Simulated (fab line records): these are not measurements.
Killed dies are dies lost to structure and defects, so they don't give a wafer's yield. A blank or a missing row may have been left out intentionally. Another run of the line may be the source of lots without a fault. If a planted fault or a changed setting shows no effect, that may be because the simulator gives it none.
A lot that was struck, set against a sound lot :: flow sky130 :: 2 steps out of a route of 708
Sound: these wafers, L723.1, L723.2, L723.4. Wafers L731.4, L731.5, L731.6 were the ones struck. The cause is named last.
For every step that has rows: the tool of each side, followed by ch and its chambers, followed by its first start. Under that, the readings that differ: sound wafers :: struck wafers :: difference of the means :: sigmas: that difference in standard deviations of wafers without a fault.
alike: words and numbers the same on both sides, and readings whose means are apart by under 2 such deviations; not compared: readings that were withheld, readings missing a value for some wafer, numbers with overlapping values and no deviation given by the record, and bounds like >300 which may hide the same value.
Wherever a step has rows on one side only, a row that says differs or no value, or a row with sigmas, the two part there. Numbers that have no deviation but don't overlap get no sigmas and don't part them. A reading missing from all wafers of one side parts the sides only when that side holds two or more wafers.

SKY_FIELD_ISO_BOW_MEAS_00:
  sound on film_metro-02 at day 2 21:00; struck on film_metro-01 at day 4 13:04
  alike: INCOMING_BOW
SKY_FIELD_ISO_OXIDATION_01: stabilise 600 s, purge 300 s, target thk 12 nm.
  struck on furnace-01, day 4 14:04; sound on furnace-01 ch 0, day 2 23:08
  no value came back on the struck wafers for ox_temp_c (C), ox_temp_c_max, spike_tc_centre_C (C); on the sound wafers ox_temp_c (C) reads 900.2 900.1 899.6

## WHERE THEY PART
Only at SKY_FIELD_ISO_OXIDATION_01, within this record.

WHY: what had been put in by the simulator
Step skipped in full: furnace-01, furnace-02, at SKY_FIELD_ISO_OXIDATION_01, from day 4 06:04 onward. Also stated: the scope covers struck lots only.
